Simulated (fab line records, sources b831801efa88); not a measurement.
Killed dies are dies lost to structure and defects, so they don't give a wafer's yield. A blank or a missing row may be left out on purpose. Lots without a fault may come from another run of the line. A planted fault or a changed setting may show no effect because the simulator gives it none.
Chamber matching | flow gf180mcu | GF_POLY_GATE_ETCH_13 on rie_si-02: 4 sister chambers
The step etches poly-Si in HBr/Cl2, stops on SiO2, target depth 198.5 nm, time 69.6 s. 14 wafers are shown with their chamber, then 7 later ones without.

WAFERS WITH THEIR CHAMBER
wafer  | chamber | drypump_motor_current_A (A) | throttle_valve_pct (%) | oes_product_au (a.u.)
L174.3 | 1       | 5.0                         | 33.672                 | 0.988
L174.5 | 1       | 5.0                         | 33.690                 | 0.993
L174.6 | 0       | 6.2                         | 33.688                 | 0.993
L175.2 | 0       | 6.2                         | 33.692                 | 0.983
L175.5 | 1       | 4.9                         | 33.676                 | 0.980
L175.6 | 3       | 5.4                         | 33.679                 | 0.989
L180.1 | 3       | 5.4                         | 33.685                 | 0.987
L180.3 | 1       | 4.9                         | 33.685                 | 0.988
L180.6 | 1       | 5.0                         | 33.692                 | 0.985
L182.1 | 2       | 5.8                         | 33.677                 | 0.992
L182.5 | 3       | 5.4                         | 33.664                 | 0.985
L182.6 | 2       | 5.8                         | 33.685                 | 0.999
L187.4 | 1       | 4.9                         | 33.683                 | 0.985
L187.5 | 2       | 5.8                         | 33.705                 | 0.985

SIGNATURES (means of the wafers above)
reading                 | chamber 0 | chamber 1 | chamber 2 | chamber 3 | scatter within a chamber
drypump_motor_current_A | 6.200     | 4.950     | 5.800     | 5.400     | 0.0387
throttle_valve_pct      | 33.69000  | 33.68300  | 33.68900  | 33.67600  | 0.00981
oes_product_au          | 0.98800   | 0.98650   | 0.99200   | 0.98700   | 0.00499
Rule: a wafer's distance from a chamber is the root of the sum, over the readings, of the square of ((its reading less the chamber's mean) divided by the reading's scatter). The wafer belongs to the nearest chamber; if the next one is less than 2 further off, it can't be placed. The scatter: the root of (the sum of the squares of (reading less its chamber's mean) over the shown wafers, divided by (wafers less chambers)).

WAFERS WITHOUT THEIR CHAMBER
wafer  | drypump_motor_current_A (A) | throttle_valve_pct (%) | oes_product_au (a.u.)
L187.6 | 4.9                         | 33.686                 | 0.975
L188.1 | 4.9                         | 33.695                 | 0.992
L188.5 | 5.0                         | 33.690                 | 0.994
L188.6 | 6.2                         | 33.668                 | 0.992
L190.1 | 6.3                         | 33.697                 | 0.993
L190.4 | 5.9                         | 33.680                 | 0.994
L190.6 | 5.8                         | 33.686                 | 0.988

WHICH CHAMBER EACH WENT THROUGH
wafer  | from the rows above | in truth
L187.6 | 1                   | 1
L188.1 | 1                   | 1
L188.5 | 1                   | 1
L188.6 | 0                   | 0
L190.1 | 0                   | 0
L190.4 | 2                   | 2
L190.6 | 2                   | 2
Placed correctly: 7 of 7. Can't be placed from these rows: 0. Placed wrongly: 0.
